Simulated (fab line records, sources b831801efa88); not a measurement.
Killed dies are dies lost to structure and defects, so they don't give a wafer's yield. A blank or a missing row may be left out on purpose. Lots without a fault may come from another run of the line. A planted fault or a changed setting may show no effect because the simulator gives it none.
Which tool did it? | flow sky130 | 13 lots, 39 wafers sampled, at 4 steps of a route of 708

WHAT THE GAUGES READ, wafer by wafer
SKY_METAL5_THK_MEAS_06: measures by xrf.
lot  | measured     | on            | METAL5_ALCU_THK (nm)
L270 | day 42 20:17 | film_metro-02 | 1141 1137 1146
L274 | day 43 18:02 | film_metro-02 | 1172 1154 1157
L275 | day 44 04:11 | film_metro-02 | 1160 1140 1180
L276 | day 44 11:10 | film_metro-02 | 1164 1165 1143
L277 | day 44 21:52 | film_metro-01 | 1155 1180 1184
L278 | day 45 00:56 | film_metro-03 | 1153 1179 1144
L279 | day 45 05:17 | film_metro-01 | 1174 1180 1174
L280 | day 45 17:16 | film_metro-03 | 1210 1196 1218
L286 | day 47 02:10 | film_metro-03 | 1186 1174 1160
L287 | day 47 06:10 | film_metro-03 | 1148 1129 1158
L288 | day 47 10:22 | film_metro-01 | 1179 1167 1156
L291 | day 48 07:03 | film_metro-01 | 1154 1164 1132
L293 | day 48 20:15 | film_metro-03 | 1170 1193 1164

SKY_PASSIVATION_THK_MEAS_03.
lot  | measured     | on            | PASSIVATION_CVD_02_THK (nm)
L270 | day 43 20:38 | film_metro-03 | 551 541 559
L274 | day 44 17:07 | film_metro-03 | 529 538 543
L275 | day 45 02:40 | film_metro-03 | 538 530 533
L276 | day 45 09:23 | film_metro-04 | 540 532 538
L277 | day 45 19:31 | film_metro-04 | 546 552 556
L278 | day 45 22:43 | film_metro-02 | 552 562 557
L279 | day 46 03:03 | film_metro-02 | 529 550 537
L280 | day 46 14:41 | film_metro-03 | 534 546 545
L286 | day 47 22:45 | film_metro-02 | 539 541 549
L287 | day 48 02:49 | film_metro-03 | 552 542 555
L288 | day 48 06:50 | film_metro-02 | 539 530 550
L291 | day 49 02:06 | film_metro-03 | 542 548 556
L293 | day 49 13:56 | film_metro-03 | 539 542 554

WHICH TOOL RAN EACH LOT (tool, then ch and the chambers of the sampled wafers, then the start)
lot  | SKY_VIA2_ETCH_15                   | SKY_METAL5_SPUTTER_01
L270 | rie_diel-01 ch 0,2,3, day 36 04:06 | pvd_sputter-02, day 42 20:00
L274 | rie_diel-01 ch 1,2, day 37 04:14   | pvd_sputter-02, day 43 17:46
L275 | rie_diel-01 ch 0,2,3, day 37 07:09 | pvd_sputter-03, day 44 03:55
L276 | rie_diel-03 ch 0,2,3, day 38 01:12 | pvd_sputter-03, day 44 10:53
L277 | rie_diel-02 ch 1,2,3, day 38 15:03 | pvd_sputter-03, day 44 21:35
L278 | rie_diel-01 ch 0,1,2, day 38 17:33 | pvd_sputter-04, day 45 00:39
L279 | rie_diel-01 ch 0,1,3, day 39 00:14 | pvd_sputter-03, day 45 05:00
L280 | rie_diel-03 ch 1,3, day 39 12:36   | pvd_sputter-04, day 45 17:00
L286 | rie_diel-01 ch 0,2,3, day 41 06:50 | pvd_sputter-02, day 47 01:53
L287 | rie_diel-01 ch 1,2,3, day 41 10:03 | pvd_sputter-03, day 47 05:53
L288 | rie_diel-01 ch 0,1,3, day 41 14:21 | pvd_sputter-04, day 47 10:07
L291 | rie_diel-02 ch 0,2,3, day 42 14:29 | pvd_sputter-03, day 48 06:46
L293 | rie_diel-02 ch 0,1,2, day 43 08:06 | pvd_sputter-04, day 48 19:58
- SKY_VIA2_ETCH_15: etches SiO2 in C4F8/O2/Ar, stops on TiN, target depth 546 nm, time 84 s.
- SKY_METAL5_SPUTTER_01: material TiN, target thk 20 nm, time 16.7 s.

WHAT THE TOOLS THEMSELVES READ (means of the sampled wafers that have a number; where no wafer has one, the mark that the record gives instead)
SKY_VIA2_ETCH_15.
lot  | tool        | oes_product_au (a.u.)
L270 | rie_diel-01 | 0.938
L274 | rie_diel-01 | 0.938
L275 | rie_diel-01 | 0.941
L276 | rie_diel-03 | 0.940
L277 | rie_diel-02 | 0.943
L278 | rie_diel-01 | 0.937
L279 | rie_diel-01 | 0.938
L280 | rie_diel-03 | 0.938
L286 | rie_diel-01 | 0.940
L287 | rie_diel-01 | 0.943
L288 | rie_diel-01 | 0.940
L291 | rie_diel-02 | 0.944
L293 | rie_diel-02 | 0.940

SKY_METAL5_SPUTTER_01.
lot  | tool           | throttle_valve_pct (%)
L270 | pvd_sputter-02 | 30.6
L274 | pvd_sputter-02 | 30.5
L275 | pvd_sputter-03 | 28.8
L276 | pvd_sputter-03 | 28.5
L277 | pvd_sputter-03 | 28.8
L278 | pvd_sputter-04 | 29.3
L279 | pvd_sputter-03 | 28.9
L280 | pvd_sputter-04 | 29.9
L286 | pvd_sputter-02 | 30.1
L287 | pvd_sputter-03 | 28.8
L288 | pvd_sputter-04 | 29.5
L291 | pvd_sputter-03 | 28.8
L293 | pvd_sputter-04 | 29.4

THE ANSWER, worked out from the rows above alone
Rule: what is usual is taken from the lots themselves. Put in order of their means at a reading, lots are off if they are a third of the lots or fewer, leave a main group of 4 or more, and stand apart from it by a gap of 3 or more times the standard deviation of the main group's means; of several such gaps the widest counts. A main group whose means are all the same, to the digits that the tables above print for the reading, isn't used. A lot without any number at a reading at which 4 lots or more have one is off too. The other lots that the step has rows for count as sound. The gauges are gone through in route order, then the tools' own readings, and for those a lot's mean is taken as printed above. The first step at which some lot is off is used, and at that step the reading that is off furthest; a lot without a number counts as furthest.
No lot is off at any reading shown: from this, nothing can be told.

WHAT THE SIMULATOR HAD PUT IN
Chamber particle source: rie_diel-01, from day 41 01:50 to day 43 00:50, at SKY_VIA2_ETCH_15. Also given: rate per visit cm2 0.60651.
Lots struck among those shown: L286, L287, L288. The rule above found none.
